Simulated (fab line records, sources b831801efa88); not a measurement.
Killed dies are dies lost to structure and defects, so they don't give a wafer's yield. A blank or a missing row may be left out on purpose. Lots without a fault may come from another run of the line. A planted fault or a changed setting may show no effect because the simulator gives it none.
One fault seen from 2 desks | flow sky130 | each desk has only its own numbers; what lay behind them comes last

THE TOOL OWNER'S DESK: rie_diel-01
The tool's own readings at SKY_VIA2_ETCH_15 (etches SiO2 in C4F8/O2/Ar, stops on TiN, target depth 546 nm, time 84 s): means of the sampled wafers that have a number, for each lot that ran on this tool. A lot is out of limits, marked OUT, if its mean lies more than 4 standard deviations from the usual mean; the brackets give that distance.
Columns: A = oes_product_au at SKY_VIA2_ETCH_15, usual 0.941 a.u.
lot  | first seen here | A
L421 | day 36 08:11    | 0.943
L422 | day 36 10:32    | 0.941
L425 | day 37 15:56    | 0.941
L427 | day 38 08:50    | 0.936
L430 | day 39 04:05    | 0.943
L433 | day 40 04:56    | 0.938
L437 | day 41 05:17    | 0.946
This desk's finding: nothing out of limits on any of the 7 lots.

THE METROLOGY DESK
What the gauges read, lot by lot, whatever tool the lot ran on: means of the sampled wafers that have a number. A lot is out of limits, marked OUT, if its mean lies more than 4 standard deviations from the usual mean; the brackets give that distance.
Columns: A = VIA2_W_THK at SKY_VIA2_THK_MEAS_23, usual 432 nm
lot  | first seen here | A
L421 | day 36 09:09    | 430
L422 | day 36 11:31    | 435
L423 | day 37 02:41    | 434
L425 | day 37 16:55    | 437
L426 | day 37 18:49    | 437
L427 | day 38 09:48    | 434
L430 | day 39 05:04    | 433
L431 | day 39 10:47    | 435
L433 | day 40 05:55    | 426
L437 | day 41 06:23    | 420
L443 | day 43 01:23    | 440
L444 | day 43 10:24    | 430
This desk's finding: nothing out of limits on any of the 12 lots.

PUT TOGETHER
The tool owner's desk saw nothing out of limits.
The metrology desk saw nothing out of limits.

WHAT THE SIMULATOR HAD PUT IN
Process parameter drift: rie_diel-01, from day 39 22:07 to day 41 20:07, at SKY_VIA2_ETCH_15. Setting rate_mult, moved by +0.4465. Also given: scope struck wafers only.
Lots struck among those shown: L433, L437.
